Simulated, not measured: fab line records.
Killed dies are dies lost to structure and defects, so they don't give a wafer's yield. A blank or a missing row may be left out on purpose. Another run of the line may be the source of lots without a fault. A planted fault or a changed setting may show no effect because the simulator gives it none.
Chamber matching	flow sky130	rie diel-02 running SKY_METAL4_ETCH_17: 4 sister chambers
The step etches SiO2 in C4F8/O2/Ar, stops on TiN, time 3.9 s, target depth 15 nm. 4 wafers are shown with their chamber, then 10 later ones without.

== EACH WAFER AND ITS CHAMBER ==
wafer	chamber	oes product au (a.u.)
L083.2	0	0.753
L083.5	1	0.761
L089.1	3	0.731
L089.3	2	0.741

== WAFERS MISSING THEIR CHAMBER ==
wafer	oes product au (a.u.)
L089.6	0.749
L094.3	0.738
L094.4	0.751
L094.5	0.741
L095.1	0.765
L095.3	0.763
L095.5	0.755
L096.4	0.749
L096.5	0.761
L096.6	0.757

== WHICH CHAMBER EACH WENT THROUGH ==
wafer	from the rows above	in truth
L089.6	can't be placed: 0 or 2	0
L094.3	can't be placed: 2 or 3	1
L094.4	0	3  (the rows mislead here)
L094.5	2	2
L095.1	1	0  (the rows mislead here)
L095.3	1	1
L095.5	can't be placed: 0 or 1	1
L096.4	can't be placed: 0 or 2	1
L096.5	1	1
L096.6	can't be placed: 0 or 1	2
3 of 10 placed correctly. Can't be placed from these rows: 5 (the true chamber is among the candidates in 2). 2 placed wrongly.
How it was worked out, from the rows above alone: a wafer's distance from a chamber is the root of the sum, over the readings, of the square of ((its reading less the chamber's mean) divided by the reading's scatter). The wafer belongs to the nearest chamber; if the next one is less than 2 further off, it can't be placed. A chamber's mean is the mean of its shown wafers. The scatter: with one shown wafer a chamber, the root of the mean of the squares of how far each hidden wafer lies from its nearest shown one.
